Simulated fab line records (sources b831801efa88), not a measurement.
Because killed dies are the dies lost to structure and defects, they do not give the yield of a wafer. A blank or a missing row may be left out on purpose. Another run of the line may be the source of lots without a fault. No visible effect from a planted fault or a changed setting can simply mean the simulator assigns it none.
Comparing a struck lot with a sound one + flow gf180mcu + 18 out of 602 route steps
Sound: the wafers L331.2, L331.3, L331.4. Struck: wafers L337.3, L337.5 (left out: L337.1, a lot-mate that was not struck); the cause follows at the end.
At each step with rows: each side's tool, then ch and its chambers, then its first start. Under that, the readings that differ: sound wafers + struck wafers + difference of the means + sigmas: that difference in standard deviations of wafers without a fault.
alike: same words and numbers on both sides, and readings whose means sit less than 2 such deviations apart. not compared: any withheld reading, any reading some wafer has no value for, any bound like >300 that may hide the same value, and any number with overlapping values for which the record gives no deviation.
A row with sigmas, a row that says differs or no value, or rows on one side alone: a step with any of these is where the two part. When numbers do not overlap yet have no deviation, they are printed without sigmas and do not part them. Lack of a reading on every wafer of one side parts them only where that side has two or more wafers.

first, 3 steps without rows for these wafers: GF_V5_EXPOSE_11 (exposes mask Via5, target cd 260 nm); GF_V5_PEB_12 (peb time 90 s); GF_V5_DEVELOP_13 (develop time 60 s).
GF_V5_CD_MEAS_14 targets a cd of 260 nm.
  sound on cdSem-01 at day 27 20:08; struck on cdSem-02 at day 30 00:54
| reading   | sound             | struck      | difference | sigmas |
|-----------|-------------------|-------------|------------|--------|
| cdNm (nm) | 256.4 257.3 256.2 | 260.5 263.1 | +5.2       | +3     |
GF_V5_OVL_MEAS_15:
  sound on overlay-01 at day 27 20:14; struck on overlay-02 at day 30 01:01
  alike: V5_OVL
GF_V5_ETCH_16: etches BARC in N2/H2.
  sound on rieDiel-01 ch 0,2, day 27 20:16; struck on rieDiel-01 ch 1,2, day 30 01:04
  alike: drypumpMotorCurrentA, oesProductAu, throttleValvePct
GF_V5_ETCH_17: etches SiO2 in C4F8/O2/Ar, stops on TiN, target depth 855 nm.
  sound on rieDiel-01 ch 0,2; struck on rieDiel-01 ch 1,2
  alike: oesProductAu
GF_V5_STRIP_18: strips in O2/N2.
  sound on plasmaAsher-02 ch 0,1, day 27 20:25; struck on plasmaAsher-02 ch 0,1, day 30 01:13
  alike: drypumpMotorCurrentA, heaterPowerW, oesProductAu
  not compared: rfHoursCounterH
then, 2 steps without rows for these wafers: GF_V5_STRIP_19 (strips in post etch residue remover, time 1200 s); GF_V5_CLEAN_20 (cleans in DIW).
GF_V5_SPUTTER_21: material Ti, target thk 15 nm, time 80.02 s.
  sound on pvdSputter-01 at day 27 20:58; struck on pvdSputter-04 at day 30 01:45
  alike: throttleValvePct
then, 1 step without rows for these wafers: GF_V5_SPUTTER_22 (material TiN, target thk 10 nm, time 40 s).
GF_V5_CVD_23: deposits W, target thk 350 nm, time 104.9 s.
  sound on cvdW-01 ch 0,1, day 27 21:04; struck on cvdW-01 ch 0, day 30 01:51
| reading                         | sound             | struck      | difference | sigmas      |
|---------------------------------|-------------------|-------------|------------|-------------|
| chamberPressureTorr (Torr)      | 39.91 39.70 39.94 | 17.78 17.73 | -22.09     | -99 or more |
| model.W_of_V5_CVD_23.thkNm (nm) | 349.1 352.4 349.6 | 230.3 232.9 | -118.8     |             |
  alike: heaterPowerW
GF_V5_RS_MEAS_24: measurement is done with a four-point probe.
  sound on filmMetro-04 at day 27 21:12; struck on filmMetro-02 at day 30 02:14
| reading          | sound             | struck      | difference | sigmas |
|------------------|-------------------|-------------|------------|--------|
| V5_W_RS (ohm/sq) | 0.329 0.325 0.328 | 0.499 0.494 | +0.169     | +43    |
  not compared: hold
GF_V5_THK_MEAS_25: measures by xrf.
  sound on filmMetro-04 at day 27 21:19; struck on filmMetro-02 at day 30 08:56
| reading       | sound       | struck  | difference | sigmas |
|---------------|-------------|---------|------------|--------|
| V5_W_THK (nm) | 350 357 355 | 234 237 | -118       | -17    |
  not compared: hold
GF_V5_CMP_26: polishes, stops on SiO2, t overpolish 13.53 s, target thk 0 nm.
  sound on cmp-02 ch 0,1,3, day 27 21:25; struck on cmp-02 ch 0,1, day 30 13:07
| reading             | sound    | struck                                          | difference                   | sigmas |
|---------------------|----------|-------------------------------------------------|------------------------------|--------|
| hold                | - - -    | awaitDispo/4.0h/release awaitDispo/4.0h/release | no value on the sound wafers |        |
| timeToEndpointS (s) | 95 83 85 | 58 50                                           | -34                          | -6     |
  alike: motorCurrentA
GF_TOP_METAL_SPUTTER_00: material Ti, target thk 37.5 nm, time 150 s.
  sound on pvdSputter-03 at day 27 21:40; struck on pvdSputter-02 at day 30 13:19
  alike: throttleValvePct
GF_PASSIVATION_PROBE_99:
  sound wafers here have rows in the record (prober-02, day 29 15:47); struck ones have none

== WHERE THEY PART ==
Earliest at GF_V5_CD_MEAS_14; latest, in this record, at GF_PASSIVATION_PROBE_99.

WHY: what the simulator had put in
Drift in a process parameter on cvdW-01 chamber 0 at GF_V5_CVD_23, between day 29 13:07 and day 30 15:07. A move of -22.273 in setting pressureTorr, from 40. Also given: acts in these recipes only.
